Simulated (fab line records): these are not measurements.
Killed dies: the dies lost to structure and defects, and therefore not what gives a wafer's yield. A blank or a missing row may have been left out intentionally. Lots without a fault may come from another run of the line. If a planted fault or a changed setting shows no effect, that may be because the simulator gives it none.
fab line records | flow sky130
record lots=13 | wafers=36 | last-day=50
route steps=708 shown POLY_GATE@230 LDD_N@244 LDD_P@264 LDD_HVN@277 PAD_OPEN@708
lots that met no fault: taken from a fault-free run of the same line
start-h: start of the lot's first displayed wafer, in hours after the record's first day | wait-h: hours from the lot's prior step to this one | " the same as in the row above | L1.1+2: a single row standing in for several wafers | - either no value or no given start | * or withheld: withheld | < > ~ a bound
route shown NAME@n: a module of which the file shows steps, and the number in the route of the first | usual: average and standard deviation across the fault-free wafers | same: alike in all rows | chamber/n: place in a boat | sites: readings site by site | _std_site: standard deviation of those values | _edge_site: outer sites' mean less inner sites' | radius-mm: how far each site lies from the wafer's centre | mask NAME#n: copy n | behind: the most recent tool/chamber to have shaped the wafer | hold: what put the lot on hold/how long, in hours/how the hold closed | device: which transistor (n, p or np) failed to switch | end of line: at the end of the route, the tests of the same wafers | for a step that has no rows: nothing shown but its recipe | killed: count of dies lost to structure and defects at first sort (not the wafer's yield) | map: shows each die of a wafer: x if killed, . if not, _ if none is there
set.NAME: the run value of the setting; set.NAME@STEP: its run value at that earlier step | model.NAME: the simulator's own value behind a step, which no gauge read
route steps across a sampled set of lots; one table per step, one row per wafer
services: from which hour (start-h, from the record's first day; less than 0 if before it) a tool's chamber was out of use, for how many hours, and why
## steps
# step SKY_POLY_GATE_ETCH_16
# recipe stop-on=poly-Si | chemistry=CH3F/O2 | target=Si3N4 | source-w=400 | bias-w=80 | pressure-mtorr=25 | ch3f-flow-sccm=40 | O2_flow_sccm=30 | time-s=147.5 | target-depth-a=750
# usual drypump-motor-current-A=5.6/0.51 | oes-product-au=0.642/0.0051 | throttle-valve-pct=10.535/0.0084
# same time-s=147.5
lot.wafer | tool        | chamber | start-h | wait-h | drypump-motor-current-A | oes-product-au | rf-hours-counter-h | throttle-valve-pct
L191.1    | rie-diel-03 | 1       | 368.44  | 0.0    | 5.3                     | 0.642          | 28                 | 10.512
L191.2    | "           | 2       | "       | "      | 4.9                     | 0.644          | 15                 | 10.540
L191.3    | "           | 3       | "       | "      | 6.4                     | 0.638          | 2                  | 10.543
L192.3    | rie-diel-03 | 0       | 372.44  | 0.0    | 4.7                     | 0.643          | 0                  | 10.537
L192.5    | "           | 3       | "       | "      | 6.4                     | 0.638          | -                  | 10.548
L192.6    | "           | 0       | "       | "      | 4.7                     | 0.645          | -                  | 10.537
L195.3    | rie-diel-04 | 0       | 432.91  | 0.0    | 6.3                     | 0.641          | 37                 | 10.540
L195.4    | "           | 1       | "       | "      | 6.2                     | 0.651          | 3                  | 10.523
L195.6    | "           | 2       | "       | "      | 6.0                     | 0.644          | -                  | 10.530
L197.1    | rie-diel-04 | 0       | 436.33  | 0.0    | 6.2                     | 0.635          | 37                 | 10.543
L197.3    | "           | 3       | "       | "      | 5.7                     | 0.637          | 1                  | 10.534
L197.6    | "           | 1       | "       | "      | 6.1                     | 0.636          | -                  | 10.548
L198.1    | rie-diel-03 | 2       | 436.86  | 0.0    | 4.9                     | 0.640          | 16                 | 10.534
L198.4    | "           | 0       | "       | "      | 4.7                     | 0.638          | 2                  | 10.542
L198.5    | "           | 2       | "       | "      | 5.0                     | 0.638          | -                  | 10.535
L199.1    | rie-diel-02 | 3       | 444.33  | 0.0    | 5.5                     | 0.642          | 89                 | 10.527
L199.2    | "           | 1       | "       | "      | 5.4                     | 0.644          | 106                | 10.543
L199.4    | "           | 1       | "       | "      | 5.4                     | 0.643          | -                  | 10.533
L200.3    | rie-diel-02 | 3       | 449.14  | 0.0    | 5.5                     | 0.645          | 89                 | 10.537
L200.5    | "           | 3       | "       | "      | 5.5                     | 0.642          | -                  | 10.529
L200.6    | "           | 2       | "       | "      | 5.1                     | 0.647          | -                  | 10.536
L201.1    | rie-diel-04 | 0       | 467.71  | 0.0    | 6.3                     | 0.636          | 38                 | 10.525
L201.5    | "           | 1       | "       | "      | 6.1                     | 0.643          | -                  | 10.529
L202.1    | rie-diel-02 | 0       | 468.99  | 0.0    | 5.9                     | 0.635          | 13                 | 10.527
L202.3    | "           | 3       | "       | "      | 5.5                     | 0.641          | 90                 | 10.527
L203.1    | rie-diel-02 | 2       | 474.48  | 0.0    | 5.1                     | 0.638          | 1                  | 10.545
L203.2    | "           | 1       | "       | "      | 5.4                     | 0.643          | 0                  | 10.537
L210.3    | rie-diel-02 | 2       | 536.69  | 0.0    | 5.0                     | 0.641          | 2                  | 10.544
L210.4    | "           | 0       | "       | "      | 5.9                     | 0.645          | -                  | 10.542
L210.6    | "           | 1       | "       | "      | 5.4                     | 0.639          | -                  | 10.527
L212.1    | rie-diel-04 | 3       | 546.73  | 0.0    | 5.7                     | 0.644          | 3                  | 10.531
L212.5    | "           | 2       | "       | "      | 6.0                     | 0.642          | -                  | 10.542
L212.6    | "           | 1       | "       | "      | 6.2                     | 0.636          | -                  | 10.530
L214.1    | rie-diel-02 | 3       | 563.38  | 0.0    | 5.6                     | 0.647          | 0                  | 10.528
L214.4    | "           | 0       | "       | "      | 5.9                     | 0.646          | 15                 | 10.533
L214.5    | "           | 3       | "       | "      | 5.6                     | 0.648          | -                  | 10.535
# step SKY_LDD_N_OVL_MEAS_07
# usual LDD_N_OVL=-0.8/1.6
lot.wafer | tool       | chamber | start-h | wait-h | LDD_N_OVL[nm]
L191.1    | overlay-01 | -       | 399.04  | 0.1    | -2.5
L191.2    | "          | -       | "       | "      | -1.3
L191.3    | "          | -       | "       | "      | -1.9
L192.3    | overlay-01 | -       | 404.38  | 0.1    | -0.6
L192.5    | "          | -       | "       | "      | -1.4
L192.6    | "          | -       | "       | "      | -0.2
L195.3    | overlay-01 | -       | 465.50  | 0.1    | -0.6
L195.4    | "          | -       | "       | "      | -0.7
L195.6    | "          | -       | "       | "      | -2.9
L197.1    | overlay-02 | -       | 469.02  | 0.1    | 0.7
L197.3    | "          | -       | "       | "      | 1.6
L197.6    | "          | -       | "       | "      | 0.7
L198.1    | overlay-01 | -       | 469.49  | 0.1    | -2.4
L198.4    | "          | -       | "       | "      | -2.6
L198.5    | "          | -       | "       | "      | -1.5
L199.1    | overlay-02 | -       | 477.44  | 0.1    | 2.3
L199.2    | "          | -       | "       | "      | 3.2
L199.4    | "          | -       | "       | "      | 2.5
L200.3    | overlay-02 | -       | 482.75  | 0.1    | -1.1
L200.5    | "          | -       | "       | "      | -1.9
L200.6    | "          | -       | "       | "      | -2.1
L201.1    | overlay-01 | -       | 500.79  | 0.1    | -1.6
L201.5    | "          | -       | "       | "      | -1.2
L202.1    | overlay-02 | -       | 501.87  | 0.1    | 1.2
L202.3    | "          | -       | "       | "      | 1.4
L203.1    | overlay-01 | -       | 507.24  | 0.1    | -0.5
L203.2    | "          | -       | "       | "      | -0.5
L210.3    | overlay-02 | -       | 567.35  | 0.1    | -1.0
L210.4    | "          | -       | "       | "      | 1.7
L210.6    | "          | -       | "       | "      | 0.3
L212.1    | overlay-01 | -       | 578.07  | 0.1    | -2.6
L212.5    | "          | -       | "       | "      | -3.4
L212.6    | "          | -       | "       | "      | -2.4
L214.1    | overlay-02 | -       | 593.79  | 0.1    | 1.1
L214.4    | "          | -       | "       | "      | 0.0
L214.5    | "          | -       | "       | "      | -0.1
# step SKY_LDD_P_IMPLANT_09
# recipe species=BF2 | energy-kev=25 | dose-cm2=1e+13 | tilt-deg=withheld
# usual beam-on-s=10.01/0.2 | faraday-current-uA=56.3/1.1
lot.wafer | tool         | chamber | start-h | wait-h | beam-on-s | faraday-current-uA
L191.1    | implanter-03 | 0       | 430.88  | 0.0    | 10.01     | 56.3
L191.2    | "            | 0       | "       | "      | 9.79      | 57.5
L191.3    | "            | 0       | "       | "      | 9.62      | 58.4
L192.3    | implanter-04 | 0       | 435.88  | 0.1    | 10.30     | 54.7
L192.5    | "            | 0       | "       | "      | 10.15     | 55.9
L192.6    | "            | 0       | "       | "      | 10.09     | 56.0
L195.3    | implanter-02 | 0       | 497.49  | 0.1    | 9.89      | 56.9
L195.4    | "            | 0       | "       | "      | 10.06     | 55.9
L195.6    | "            | 0       | "       | "      | 9.91      | 56.9
L197.1    | implanter-02 | 0       | 501.28  | 0.1    | 10.15     | 55.4
L197.3    | "            | 0       | "       | "      | 10.03     | 56.3
L197.6    | "            | 0       | "       | "      | 10.33     | 54.2
L198.1    | implanter-04 | 0       | 502.69  | 0.0    | 10.02     | 56.1
L198.4    | "            | 0       | "       | "      | 9.87      | 57.2
L198.5    | "            | 0       | "       | "      | 9.79      | 57.8
L199.1    | implanter-04 | 0       | 509.29  | 0.0    | 9.93      | 56.8
L199.2    | "            | 0       | "       | "      | 9.72      | 58.0
L199.4    | "            | 0       | "       | "      | 9.91      | 56.7
L200.3    | implanter-04 | 0       | 515.30  | 0.1    | 10.31     | 54.4
L200.5    | "            | 0       | "       | "      | 10.06     | 56.0
L200.6    | "            | 0       | "       | "      | 10.13     | 55.6
L201.1    | implanter-04 | 0       | 532.95  | 0.0    | 8.18      | 68.7
L201.5    | "            | 0       | "       | "      | 10.25     | 55.0
L202.1    | implanter-04 | 0       | 533.83  | 0.0    | 8.14      | 69.0
L202.3    | "            | 0       | "       | "      | 8.16      | 69.1
L203.1    | implanter-04 | 0       | 539.28  | 0.0    | 8.36      | 67.2
L203.2    | "            | 0       | "       | "      | 10.15     | 55.5
L210.3    | implanter-02 | 0       | 597.85  | 0.1    | 10.24     | 55.0
L210.4    | "            | 0       | "       | "      | 9.79      | 57.9
L210.6    | "            | 0       | "       | "      | 9.67      | 58.3
L212.1    | implanter-02 | 0       | 608.03  | 0.0    | 10.02     | 56.1
L212.5    | "            | 0       | "       | "      | 10.30     | 54.7
L212.6    | "            | 0       | "       | "      | 10.24     | 55.1
L214.1    | implanter-03 | 0       | 623.48  | 0.0    | 10.05     | 56.0
L214.4    | "            | 0       | "       | "      | 10.20     | 55.6
L214.5    | "            | 0       | "       | "      | 10.02     | 56.2
# step SKY_LDD_P_TW_MEAS_11
# usual LDD_P_TW=631/4.7
lot.wafer | tool          | chamber | start-h | wait-h | LDD_P_TW
L191.1    | film-metro-03 | -       | 431.13  | 0.1    | 636
L191.2    | "             | -       | "       | "      | 636
L191.3    | "             | -       | "       | "      | 636
L192.3    | film-metro-03 | -       | 436.10  | 0.1    | 634
L192.5    | "             | -       | "       | "      | 637
L192.6    | "             | -       | "       | "      | 633
L195.3    | film-metro-03 | -       | 497.71  | 0.1    | 635
L195.4    | "             | -       | "       | "      | 634
L195.6    | "             | -       | "       | "      | 632
L197.1    | film-metro-02 | -       | 501.53  | 0.1    | 626
L197.3    | "             | -       | "       | "      | 627
L197.6    | "             | -       | "       | "      | 629
L198.1    | film-metro-02 | -       | 502.94  | 0.1    | 629
L198.4    | "             | -       | "       | "      | 623
L198.5    | "             | -       | "       | "      | 627
L199.1    | film-metro-02 | -       | 509.54  | 0.1    | 622
L199.2    | "             | -       | "       | "      | 625
L199.4    | "             | -       | "       | "      | 629
L200.3    | film-metro-02 | -       | 515.52  | 0.1    | 625
L200.5    | "             | -       | "       | "      | 627
L200.6    | "             | -       | "       | "      | 626
L201.1    | film-metro-02 | -       | 533.20  | 0.1    | 592
L201.5    | "             | -       | "       | "      | 624
L202.1    | film-metro-04 | -       | 534.08  | 0.1    | 602
L202.3    | "             | -       | "       | "      | 598
L203.1    | film-metro-04 | -       | 539.53  | 0.1    | 599
L203.2    | "             | -       | "       | "      | 633
L210.3    | film-metro-03 | -       | 598.07  | 0.1    | 633
L210.4    | "             | -       | "       | "      | 628
L210.6    | "             | -       | "       | "      | 634
L212.1    | film-metro-04 | -       | 608.28  | 0.1    | 636
L212.5    | "             | -       | "       | "      | 635
L212.6    | "             | -       | "       | "      | 639
L214.1    | film-metro-03 | -       | 623.73  | 0.1    | 632
L214.4    | "             | -       | "       | "      | 631
L214.5    | "             | -       | "       | "      | 638
# step SKY_LDD_HVN_TW_MEAS_10
# usual LDD_HVN_TW=1429/9.2
lot.wafer | tool          | chamber | start-h | wait-h | LDD_HVN_TW
L191.1    | film-metro-04 | -       | 461.73  | 0.1    | 1435
L191.2    | "             | -       | "       | "      | 1440
L191.3    | "             | -       | "       | "      | 1435
L192.3    | film-metro-01 | -       | 466.44  | 0.1    | 1425
L192.5    | "             | -       | "       | "      | 1411
L192.6    | "             | -       | "       | "      | 1422
L195.3    | film-metro-03 | -       | 527.96  | 0.1    | 1429
L195.4    | "             | -       | "       | "      | 1431
L195.6    | "             | -       | "       | "      | 1421
L197.1    | film-metro-01 | -       | 532.58  | 0.1    | 1399
L197.3    | "             | -       | "       | "      | 1411
L197.6    | "             | -       | "       | "      | 1416
L198.1    | film-metro-01 | -       | 533.82  | 0.1    | 1410
L198.4    | "             | -       | "       | "      | 1409
L198.5    | "             | -       | "       | "      | 1416
L199.1    | film-metro-01 | -       | 539.42  | 0.1    | 1422
L199.2    | "             | -       | "       | "      | 1414
L199.4    | "             | -       | "       | "      | 1417
L200.3    | film-metro-03 | -       | 544.99  | 0.1    | 1421
L200.5    | "             | -       | "       | "      | 1424
L200.6    | "             | -       | "       | "      | 1425
L201.1    | film-metro-04 | -       | 562.63  | 0.1    | 1434
L201.5    | "             | -       | "       | "      | 1435
L202.1    | film-metro-04 | -       | 563.53  | 0.1    | 1430
L202.3    | "             | -       | "       | "      | 1440
L203.1    | film-metro-04 | -       | 569.08  | 0.1    | 1435
L203.2    | "             | -       | "       | "      | 1443
L210.3    | film-metro-04 | -       | 627.05  | 0.1    | 1442
L210.4    | "             | -       | "       | "      | 1444
L210.6    | "             | -       | "       | "      | 1439
L212.1    | film-metro-03 | -       | 637.03  | 0.1    | 1429
L212.5    | "             | -       | "       | "      | 1425
L212.6    | "             | -       | "       | "      | 1431
L214.1    | film-metro-03 | -       | 652.32  | 0.1    | 1432
L214.4    | "             | -       | "       | "      | 1441
L214.5    | "             | -       | "       | "      | 1436
# step SKY_PAD_OPEN_PROBE_99
# usual killed_at_M0_to_M3=43/6.5 | killed_at_M4_up=3.5/1.9 | killed-at-contacts=24/5.4 | killed-at-front-end=16/4.8 | killed-at-other=0.4/0.64 | killed-dies=87/9.4 | killed-open=47/7 | killed-short=40/6.3
# same gross-dies=492 | killed-at-back-side=0
lot.wafer | tool      | chamber | start-h | wait-h | killed_at_M0_to_M3 | killed_at_M4_up | killed-at-contacts | killed-at-front-end | killed-at-other | killed-dies | killed-open | killed-short
L191.1    | prober-02 | -       | 1072.59 | 0.1    | 40                 | 6               | 28                 | 24                  | 0               | 98          | 55          | 43
L191.2    | prober-02 | -       | 1072.64 | 0.1    | 55                 | 3               | 25                 | 18                  | 0               | 101         | 58          | 43
L191.3    | prober-02 | -       | 1072.69 | 0.2    | 45                 | 4               | 26                 | 25                  | 0               | 100         | 54          | 46
L202.1    | prober-01 | -       | 1141.81 | 0.1    | 39                 | 5               | 18                 | 9                   | 2               | 73          | 35          | 36
L202.3    | prober-01 | -       | 1141.91 | 0.2    | 41                 | 3               | 42                 | 11                  | 0               | 97          | 49          | 46
L201.1    | prober-01 | -       | 1143.31 | 0.1    | 45                 | 3               | 27                 | 10                  | 1               | 86          | 38          | 47
L201.5    | prober-01 | -       | 1143.51 | 0.2    | 42                 | 4               | 26                 | 15                  | 0               | 87          | 49          | 37
L212.1    | prober-01 | -       | 1184.38 | 0.1    | 37                 | 4               | 23                 | 15                  | 1               | 80          | 41          | 39
L212.5    | prober-01 | -       | 1184.58 | 0.2    | 46                 | 3               | 22                 | 16                  | 1               | 88          | 43          | 43
L212.6    | prober-01 | -       | 1184.63 | 0.2    | 26                 | 4               | 30                 | 20                  | 0               | 80          | 44          | 36
# killed by level:class
L191.1 CONTACT:geometric-particle:open=9 VIA1:geometric-particle:open=9 FIELD_ISO:geometric-particle:open=8 LI_CONTACT:geometric-particle:open=8 CONTACT:geometric-particle:short=5 METAL2:geometric-particle:short=5 LI_CONTACT:geometric-particle:short=4 METAL1:geometric-particle:open=4
L191.2 VIA1:geometric-particle:open=15 FIELD_ISO:geometric-particle:short=8 CONTACT:geometric-particle:short=8 VIA2:geometric-particle:open=8 CONTACT:geometric-particle:open=7 LI_CONTACT:geometric-particle:open=7 FIELD_ISO:geometric-particle:open=5 METAL2:geometric-particle:short=5
L191.3 CONTACT:geometric-particle:open=9 VIA1:geometric-particle:open=9 VIA1:geometric-particle:short=8 VIA2:geometric-particle:open=8 FIELD_ISO:geometric-particle:open=7 FIELD_ISO:geometric-particle:short=6 LI_CONTACT:geometric-particle:open=6 METAL1:geometric-particle:short=6
L202.1 VIA1:geometric-particle:open=8 METAL1:geometric-particle:short=6 LOCAL_INTERCONNECT:geometric-particle:short=5 CONTACT:geometric-particle:open=5 VIA1:geometric-particle:short=5 METAL2:geometric-particle:short=5 VIA2:geometric-particle:open=5 LI_CONTACT:geometric-particle:short=3
L202.3 LI_CONTACT:geometric-particle:open=17 LOCAL_INTERCONNECT:geometric-particle:short=12 VIA1:geometric-particle:open=12 VIA1:geometric-particle:short=8 CONTACT:geometric-particle:open=7 METAL1:geometric-particle:short=4 FIELD_ISO:geometric-particle:short=3 POLY_GATE:geometric-particle:short=3
L201.1 VIA1:geometric-particle:open=9 VIA2:geometric-particle:open=8 LOCAL_INTERCONNECT:geometric-particle:short=8 FIELD_ISO:geometric-particle:short=6 CONTACT:geometric-particle:open=6 VIA3:geometric-particle:open=6 LI_CONTACT:geometric-particle:open=5 CONTACT:geometric-particle:short=5
L201.5 LI_CONTACT:geometric-particle:open=9 VIA2:geometric-particle:open=8 VIA1:geometric-particle:open=8 CONTACT:geometric-particle:open=7 METAL2:geometric-particle:short=6 CONTACT:geometric-particle:short=5 VIA3:geometric-particle:open=5 FIELD_ISO:geometric-particle:open=4
L212.1 CONTACT:geometric-particle:open=8 VIA1:geometric-particle:open=6 VIA2:geometric-particle:open=6 VIA3:geometric-particle:open=6 LI_CONTACT:geometric-particle:short=5 LI_CONTACT:geometric-particle:open=5 VIA3:geometric-particle:short=5 POLY_GATE:geometric-particle:open=4
L212.5 VIA1:geometric-particle:open=13 METAL1:geometric-particle:short=8 VIA3:geometric-particle:open=8 FIELD_ISO:geometric-particle:short=6 LI_CONTACT:geometric-particle:open=6 CONTACT:geometric-particle:open=6 METAL3:geometric-particle:short=5 FIELD_ISO:geometric-particle:open=4
L212.6 LOCAL_INTERCONNECT:geometric-particle:short=10 CONTACT:geometric-particle:open=10 VIA1:geometric-particle:open=8 LI_CONTACT:geometric-particle:open=7 VIA2:geometric-particle:open=6 FIELD_ISO:geometric-particle:short=5 FIELD_ISO:geometric-particle:open=5 POLY_GATE:geometric-particle:short=5
## services
tool         | chamber | start-h | hours | kind
rie-diel-03  | -       | 351.83  | 0.5   | repair
implanter-02 | -       | 362.68  | 2.0   | repair
implanter-02 | -       | 431.21  | 12.7  | repair
rie-diel-02  | 0       | 441.90  | 5.3   | repair
rie-diel-02  | -       | 445.96  | 2.8   | pm
rie-diel-02  | 0       | 451.03  | 9.6   | repair
implanter-03 | -       | 458.24  | 3.4   | pm
implanter-02 | -       | 465.18  | 6.5   | repair
rie-diel-03  | -       | 468.30  | 0.1   | repair
rie-diel-04  | 2       | 470.28  | 8.7   | repair
rie-diel-03  | -       | 489.04  | 15.6  | pm
implanter-03 | -       | 492.13  | 34.3  | repair
rie-diel-02  | 1       | 493.13  | 13.2  | repair
rie-diel-02  | 3       | 527.21  | 1.9   | repair
rie-diel-04  | 2       | 549.33  | 12.1  | repair
rie-diel-03  | 3       | 556.97  | 13.9  | repair
rie-diel-04  | -       | 565.41  | 10.0  | pm
rie-diel-02  | -       | 568.70  | 28.1  | pm
implanter-04 | -       | 576.89  | 5.5   | pm
rie-diel-04  | 0       | 577.53  | 2.1   | repair
rie-diel-04  | 3       | 578.98  | 2.2   | repair
implanter-02 | -       | 584.07  | 5.2   | repair
rie-diel-02  | 0       | 606.61  | 5.5   | repair
implanter-02 | -       | 613.68  | 1.1   | repair
## key
first-sign step=SKY_LDD_P_IMPLANT_09 | reading=faraday-current-uA | direction=up | sigmas=11 | usual=56.3 | struck=68.5
effect step=SKY_LDD_P_IMPLANT_09 | reading=beam-on-s | direction=down | sigmas=8.9 | usual=10.01 | struck=8.21
effect step=SKY_LDD_P_TW_MEAS_11 | reading=LDD_P_TW | direction=down | sigmas=7 | usual=631 | struck=598
met-at SKY_LDD_P_IMPLANT_09
struck-lots L201,L202,L203
struck-wafers L201.1,L202.1,L202.3,L203.1
tester-left-out L201,L202,L203
not-acting-at SKY_POLY_GATE_ETCH_16,SKY_LDD_N_OVL_MEAS_07,SKY_LDD_HVN_TW_MEAS_10
onset-between 515.30 532.95
fault kind=process-parameter-drift | tool=implanter-04 | chamber=- | onset-h=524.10 | steps=SKY_LDD_P_IMPLANT_09 | channel=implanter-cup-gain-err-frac | offset=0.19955 | shape=step | end-h=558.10 | scope=struck-wafers-only
# tester-left-out: of these lots the tester's yield and bins aren't shown, on N5 and GAA mostly nor the transistor test; their killed dies are dies lost to structure and defects alone, not to doping, threshold or leakage, so they don't give the yield
